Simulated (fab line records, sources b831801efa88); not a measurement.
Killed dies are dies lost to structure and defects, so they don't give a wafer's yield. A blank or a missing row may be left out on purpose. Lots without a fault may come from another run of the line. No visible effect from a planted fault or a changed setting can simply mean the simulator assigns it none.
fab line records | flow sky130
[record] lots = 6 wafers = 18 lastDay = 49
route steps=708 shown LDD_N@237 PAD_OPEN@708
lots untouched by any fault: they come from a run of this same line in which no faults occurred
startH: start of the lot's first displayed wafer, in hours after the record's first day | waitH: hours from the lot's prior step to this one | " the same as in the row above | L1.1+2: one row covering several wafers at once | - no value, or no start was given | * or withheld: withheld | < > ~ a bound
route shown NAME@n: NAME is a module with steps in the file, n the number in the route of the first one | usual: mean/standard deviation taken from wafers without a fault | same: alike in all rows | chamber/n: place in a boat | sites: per-site readings | _std_site: standard deviation across them | _edge_site: inner sites' mean taken away from outer sites' mean | radiusMm: how far each site lies from the wafer's centre | mask NAME#n: copy n | behind: tool/chamber where the wafer was last shaped | hold: why the lot went on hold/how many hours it stayed there/how the hold came to an end | device: whichever transistor did not switch (one of n, p or np) | end of line: tests run on the same wafers once the route is complete | a step given without rows: its recipe and nothing more | killed: dies lost to structure and defects at the first sort, not the wafer's yield | map: dies across one wafer; x = killed, . = not, _ = none there
set.NAME: setting as actually run; set.NAME@STEP: the setting as run at that earlier step | model.NAME: the simulator's own value behind a step, which no gauge read
lots at some steps of the route; a table a step, a row a wafer
services: when a tool's chamber went out of use (startH, in hours from the record's first day, below 0 if earlier), for how many hours, and the reason
[[steps]]
[step SKY_LDD_N_DEHYDRATE_00]
[recipe] tempC = 200 timeS = 60
[step SKY_LDD_N_HMDS_01]
[recipe] primeTimeS = 60 primeTempC = 120
[step SKY_LDD_N_COAT_02]
[recipe] resist = NOVOLAK spinRpm = 3000 resistThkNm = 300
[step SKY_LDD_N_SOFTBAKE_03]
[recipe] tempC = 90 timeS = 60 resist = NOVOLAK
[step SKY_LDD_N_EXPOSE_04]
[recipe] maskId = NTM targetCdNm = 840 na = 0.6 sourceShape = conventional sigmaOuter = 0.6 doseMj = 110
[step SKY_LDD_N_PEB_05]
[recipe] tempC = withheld timeS = * resist = NOVOLAK
[step SKY_LDD_N_DEVELOP_06]
[recipe] developTimeS = 60 devTempC = 23
[step SKY_LDD_N_OVL_MEAS_07]
[usual] LDD_N_OVL = -0.2/1.5
// columns lot.wafer tool chamber startH waitH LDD_N_OVL[nm]
L758.1 overlay-01 - 393.54 0.1 2.5
L758.2 " - " " 2.5
L758.6 " - " " 1.8
L763.1 overlay-01 - 450.13 0.1 -0.1
L763.5 " - " " 0.7
L763.6 " - " " 2.0
L772.1 overlay-01 - 531.59 0.1 -0.5
L772.3 " - " " 1.4
L772.5 " - " " -0.5
L773.1 overlay-02 - 535.14 0.1 1.4
L773.3 " - " " 0.0
L773.6 " - " " -0.9
L774.1 overlay-02 - 541.14 0.1 -0.4
L774.2 " - " " -1.1
L774.4 " - " " 0.8
L776.1 overlay-02 - 561.54 0.1 -2.2
L776.3 " - " " -1.0
L776.4 " - " " 1.7
[step SKY_LDD_N_IMPLANT_08]
[recipe] species = As energyKev = 20 doseCm2 = 7.5e+13 tiltDeg = withheld rotationDeg = 23
[step SKY_LDD_N_IMPLANT_09]
[recipe] species = As energyKev = 20 doseCm2 = 7.5e+13 tiltDeg = withheld rotationDeg = 113
[step SKY_LDD_N_IMPLANT_10]
[recipe] species = As energyKev = 20 doseCm2 = 7.5e+13 tiltDeg = withheld rotationDeg = 203
[step SKY_LDD_N_IMPLANT_11]
[recipe] species = As energyKev = 20 doseCm2 = 7.5e+13 tiltDeg = withheld rotationDeg = 293
[step SKY_LDD_N_IMPLANT_12]
[recipe] species = BF2 energyKev = 50 doseCm2 = 5e+12 tiltDeg = 30 rotationDeg = 0
[usual] beamEnergyKeV = 49.997/0.015 doseIonsCm2 = 5.001e+12/5.6e+09 faradayCurrentUA = 28.2/0.6
// columns lot.wafer tool chamber startH waitH beamEnergyKeV doseIonsCm2 faradayCurrentUA
L758.1 implanter-01 0 394.18 0.1 49.969 4.994e+12 29.1
L758.2 " 0 " " 49.980 4.994e+12 28.4
L758.6 " 0 " " 49.980 5.003e+12 28.2
L763.1 implanter-03 0 450.76 0.1 50.004 5.009e+12 28.6
L763.5 " 0 " " 49.987 5e+12 28.8
L763.6 " 0 " " 49.987 5.006e+12 27.3
L772.1 implanter-01 0 532.22 0.1 50.003 2.858e+12 15.0
L772.3 " 0 " " 49.984 2.86e+12 16.3
L772.5 " 0 " " 50.002 2.855e+12 16.3
L773.1 implanter-01 0 535.78 0.1 50.000 2.857e+12 16.2
L773.3 " 0 " " 50.003 2.853e+12 15.9
L773.6 " 0 " " 50.005 2.865e+12 15.6
L774.1 implanter-03 0 541.77 0.1 49.974 5.001e+12 27.3
L774.2 " 0 " " 49.990 5.002e+12 28.8
L774.4 " 0 " " 49.967 5e+12 27.1
L776.1 implanter-04 0 562.17 0.1 49.959 4.99e+12 28.3
L776.3 " 0 " " 49.980 4.995e+12 28.3
L776.4 " 0 " " 49.992 4.982e+12 28.2
[step SKY_LDD_N_IMPLANT_13]
[recipe] species = BF2 energyKev = 50 doseCm2 = 5e+12 tiltDeg = 30 rotationDeg = 90
[step SKY_PAD_OPEN_PROBE_99]
[usual] killed_at_M0_to_M3 = 43/6.7 killed_at_M4_up = 3.2/1.8 killedAtContacts = 24/4.8 killedAtFrontEnd = 16/4.2 killedAtOther = 0.3/0.56 killedDies = 86/8.5 killedOnRim = 17/3.9 killedOpen = 47/6.7 killedShort = 39/6
[same] grossDies = 492 killedAtBackSide = 0
// columns lot.wafer tool chamber startH waitH killed_at_M0_to_M3 killed_at_M4_up killedAtContacts killedAtFrontEnd killedAtOther killedDies killedOnRim killedOpen killedShort model.etest.nfet_01v8.offLog10AUm model.etest.nfet_01v8_lvt.vtSatV model.etest.nfet_01v8.vtSatV model.etest.sramNfetPass.vtSatV model.etest.nfet_01v8_lvt.vtV model.etest.nfet_01v8.vtV model.etest.nfet_01v8_swapped.vtV
L758.1 prober-01 - 1065.72 0.1 49 1 24 13 1 88 24 55 33 -13.15 0.5257 0.6375 0.5466 0.5995 0.6885 0.6886
L758.2 prober-01 - 1065.77 0.1 36 3 22 22 0 83 22 48 34 -13.38 0.5463 0.6509 0.5803 0.6142 0.7013 0.7012
L758.6 prober-01 - 1065.97 0.2 32 1 28 17 0 78 12 44 34 -13.29 0.5287 0.6408 0.5907 0.6046 0.6921 0.6923
L763.1 prober-02 - 1106.57 0.1 53 2 31 19 0 105 20 59 45 -13.32 0.5332 0.6437 0.5687 0.6092 0.6965 0.6968
L763.5 prober-02 - 1106.77 0.2 45 4 24 21 0 94 28 44 48 -13.29 0.5266 0.6368 0.5544 0.599 0.6892 0.6892
L763.6 prober-02 - 1106.82 0.2 43 3 24 19 0 89 16 43 46 -13.24 0.5255 0.6403 0.5771 0.6044 0.695 0.6952
L772.1 prober-01 - 1159.06 0.1 43 5 15 13 0 76 14 35 41 -13.2 0.4809 0.608 0.5098 0.5883 0.6811 0.6822
L772.3 prober-01 - 1159.16 0.2 29 2 32 13 0 76 21 43 33 -13.18 0.4864 0.61 0.52 0.596 0.6857 0.6869
L772.5 prober-01 - 1159.26 0.2 38 2 26 16 0 82 22 48 34 -13.14 0.4829 0.6121 0.5083 0.592 0.6857 0.6869
L773.1 prober-02 - 1160.51 0.1 46 6 24 25 0 101 17 50 51 -13.3 0.5056 0.628 0.5523 0.6053 0.6962 0.6975
L773.3 prober-02 - 1160.61 0.2 56 2 17 20 0 95 21 54 41 -13.37 0.5014 0.624 0.5401 0.6048 0.6955 0.6968
L773.6 prober-02 - 1160.76 0.2 54 3 24 17 0 98 20 48 50 -13.32 0.5003 0.6201 0.5278 0.6019 0.6914 0.6925
L774.1 prober-01 - 1163.70 0.1 34 1 22 12 0 69 13 45 24 -13.37 0.5434 0.6526 0.5639 0.6123 0.6996 0.6996
L774.2 prober-01 - 1163.75 0.1 43 5 30 15 1 94 24 50 44 -13.41 0.5451 0.6561 0.5604 0.6117 0.7052 0.7049
L774.4 prober-01 - 1163.85 0.2 50 2 30 17 0 99 17 57 42 -13.35 0.5508 0.6532 0.5752 0.6177 0.7045 0.7051
L776.1 prober-01 - 1176.91 0.1 57 2 19 12 2 92 21 53 39 -13.3 0.5253 0.6409 0.5802 0.6018 0.6931 0.693
L776.3 prober-01 - 1177.01 0.2 39 1 23 10 0 73 14 37 36 -13.23 0.5229 0.6373 0.54 0.5977 0.6881 0.6878
L776.4 prober-01 - 1177.06 0.2 47 4 20 21 0 92 19 52 40 -13.37 0.5303 0.6347 0.558 0.6061 0.6888 0.6893
// killed by level:class
L758.1 VIA1:geometricParticle:open=13 CONTACT:geometricParticle:open=12 VIA2:geometricParticle:open=8 VIA3:geometricParticle:open=7 LI_CONTACT:geometricParticle:open=6 METAL2:geometricParticle:short=5 FIELD_ISO:geometricParticle:short=4 FIELD_ISO:geometricParticle:open=4
L758.2 CONTACT:geometricParticle:open=9 FIELD_ISO:geometricParticle:open=7 LI_CONTACT:geometricParticle:open=7 VIA2:geometricParticle:open=7 FIELD_ISO:geometricParticle:short=6 VIA1:geometricParticle:open=6 METAL2:geometricParticle:short=6 VIA3:geometricParticle:short=4
L758.6 LI_CONTACT:geometricParticle:open=11 VIA1:geometricParticle:open=11 CONTACT:geometricParticle:open=10 FIELD_ISO:geometricParticle:short=7 METAL2:geometricParticle:short=5 VIA2:geometricParticle:open=4 CONTACT:geometricParticle:short=3 METAL1:geometricParticle:short=3
L763.1 VIA1:geometricParticle:open=16 CONTACT:geometricParticle:open=12 METAL2:geometricParticle:short=9 METAL1:geometricParticle:short=8 LI_CONTACT:geometricParticle:open=7 VIA3:geometricParticle:open=7 CONTACT:geometricParticle:short=5 VIA1:geometricParticle:short=5
L763.5 VIA1:geometricParticle:open=11 VIA1:geometricParticle:short=7 CONTACT:geometricParticle:open=7 LI_CONTACT:geometricParticle:open=6 CONTACT:geometricParticle:short=6 METAL2:geometricParticle:short=6 POLY_GATE:geometricParticle:short=5 METAL3:geometricParticle:short=5
L763.6 VIA1:geometricParticle:open=9 METAL1:geometricParticle:short=8 VIA3:geometricParticle:open=8 CONTACT:geometricParticle:short=7 VIA2:geometricParticle:open=7 POLY_GATE:geometricParticle:open=5 LOCAL_INTERCONNECT:geometricParticle:short=5 CONTACT:geometricParticle:open=5
L772.1 VIA1:geometricParticle:open=9 METAL1:geometricParticle:short=6 FIELD_ISO:geometricParticle:short=5 METAL2:geometricParticle:short=5 LI_CONTACT:geometricParticle:open=5 VIA2:geometricParticle:short=5 CONTACT:geometricParticle:open=4 CONTACT:geometricParticle:short=4
L772.3 CONTACT:geometricParticle:short=8 FIELD_ISO:geometricParticle:open=7 LI_CONTACT:geometricParticle:open=7 CONTACT:geometricParticle:open=7 VIA1:geometricParticle:open=6 LOCAL_INTERCONNECT:geometricParticle:short=5 LI_CONTACT:geometricParticle:short=4 VIA3:geometricParticle:open=4
L772.5 VIA1:geometricParticle:open=9 CONTACT:geometricParticle:open=7 LI_CONTACT:geometricParticle:open=6 CONTACT:geometricParticle:short=6 VIA3:geometricParticle:open=6 FIELD_ISO:geometricParticle:open=5 POLY_GATE:geometricParticle:open=5 VIA2:geometricParticle:open=5
L773.1 METAL2:geometricParticle:short=10 LI_CONTACT:geometricParticle:open=7 VIA3:geometricParticle:open=7 POLY_GATE:geometricParticle:open=6 METAL1:geometricParticle:short=6 FIELD_ISO:geometricParticle:short=5 FIELD_ISO:geometricParticle:open=5 VIA1:geometricParticle:short=5
L773.3 VIA1:geometricParticle:open=16 VIA3:geometricParticle:open=8 CONTACT:geometricParticle:short=7 VIA2:geometricParticle:open=7 LI_CONTACT:geometricParticle:open=6 VIA1:geometricParticle:short=6 METAL2:geometricParticle:short=5 FIELD_ISO:geometricParticle:open=4
L773.6 VIA1:geometricParticle:open=10 METAL2:geometricParticle:short=10 LI_CONTACT:geometricParticle:open=8 CONTACT:geometricParticle:open=8 METAL1:geometricParticle:short=8 VIA2:geometricParticle:open=6 VIA1:geometricParticle:short=5 FIELD_ISO:geometricParticle:short=4
L774.1 VIA1:geometricParticle:open=10 CONTACT:geometricParticle:open=9 VIA2:geometricParticle:open=8 CONTACT:geometricParticle:short=6 POLY_GATE:geometricParticle:short=5 VIA3:geometricParticle:open=5 VIA1:geometricParticle:short=4 FIELD_ISO:geometricParticle:open=3
L774.2 CONTACT:geometricParticle:open=9 LI_CONTACT:geometricParticle:open=8 VIA1:geometricParticle:open=8 CONTACT:geometricParticle:short=7 METAL2:geometricParticle:short=7 VIA2:geometricParticle:open=6 VIA3:geometricParticle:open=5 POLY_GATE:geometricParticle:short=4
L774.4 VIA1:geometricParticle:open=15 CONTACT:geometricParticle:short=10 VIA3:geometricParticle:open=10 LI_CONTACT:geometricParticle:open=8 CONTACT:geometricParticle:open=7 VIA1:geometricParticle:short=6 POLY_GATE:geometricParticle:short=5 VIA2:geometricParticle:open=5
L776.1 VIA2:geometricParticle:open=12 VIA1:geometricParticle:open=11 CONTACT:geometricParticle:open=9 VIA3:geometricParticle:open=8 METAL1:geometricParticle:short=5 VIA1:geometricParticle:short=5 LOCAL_INTERCONNECT:geometricParticle:short=4 METAL2:geometricParticle:short=4
L776.3 METAL2:geometricParticle:short=9 CONTACT:geometricParticle:open=8 VIA1:geometricParticle:open=8 CONTACT:geometricParticle:short=7 VIA2:geometricParticle:open=6 VIA3:geometricParticle:open=5 LI_CONTACT:geometricParticle:open=4 FIELD_ISO:geometricParticle:short=3
L776.4 VIA1:geometricParticle:open=16 LI_CONTACT:geometricParticle:open=8 POLY_GATE:geometricParticle:open=6 METAL2:geometricParticle:short=6 VIA2:geometricParticle:short=6 FIELD_ISO:geometricParticle:open=5 POLY_GATE:geometricParticle:short=5 VIA1:geometricParticle:short=5
[[services]]
// columns tool chamber startH hours kind
implanter-04 - 371.13 4.9 pm
implanter-03 - 371.45 4.2 pm
implanter-04 - 389.16 2.5 repair
implanter-03 - 392.23 3.2 repair
implanter-04 - 415.41 1.3 repair
implanter-01 - 479.53 5.8 repair
implanter-04 - 484.73 9.6 repair
implanter-01 - 524.27 4.0 pm
implanter-01 - 551.87 19.2 repair
implanter-01 - 557.26 2.1 repair
implanter-03 - 559.31 5.7 repair
[[key]]
[firstSign] step = SKY_LDD_N_IMPLANT_12 reading = doseIonsCm2 direction = down sigmas = 99+ usual = * struck = *
[effect] step = SKY_LDD_N_IMPLANT_12 reading = faradayCurrentUA direction = down sigmas = 21 usual = 28.2 struck = 15.9
[modelEffect] step = SKY_PAD_OPEN_PROBE_99 value = etest.nfet_01v8.offLog10AUm without = -13.34 struck = -13.25
metAt SKY_LDD_N_IMPLANT_12
struckWafers L772.1,L772.3,L772.5,L773.1,L773.3,L773.6
testerLeftOut L772,L773
onsetBetween 394.18 532.22
[fault] kind = processParameterDrift tool = implanter-01 chamber = - onsetH = 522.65 steps = SKY_LDD_N_IMPLANT_12 channel = doseCm2 offset = * shape = step endH = 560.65 actsIn = * stated = *
// testerLeftOut: of these lots the tester's yield and bins aren't shown, on N5 and GAA mostly nor the transistor test; their killed dies are dies lost to structure and defects alone, not to doping, threshold or leakage, so they don't give the yield
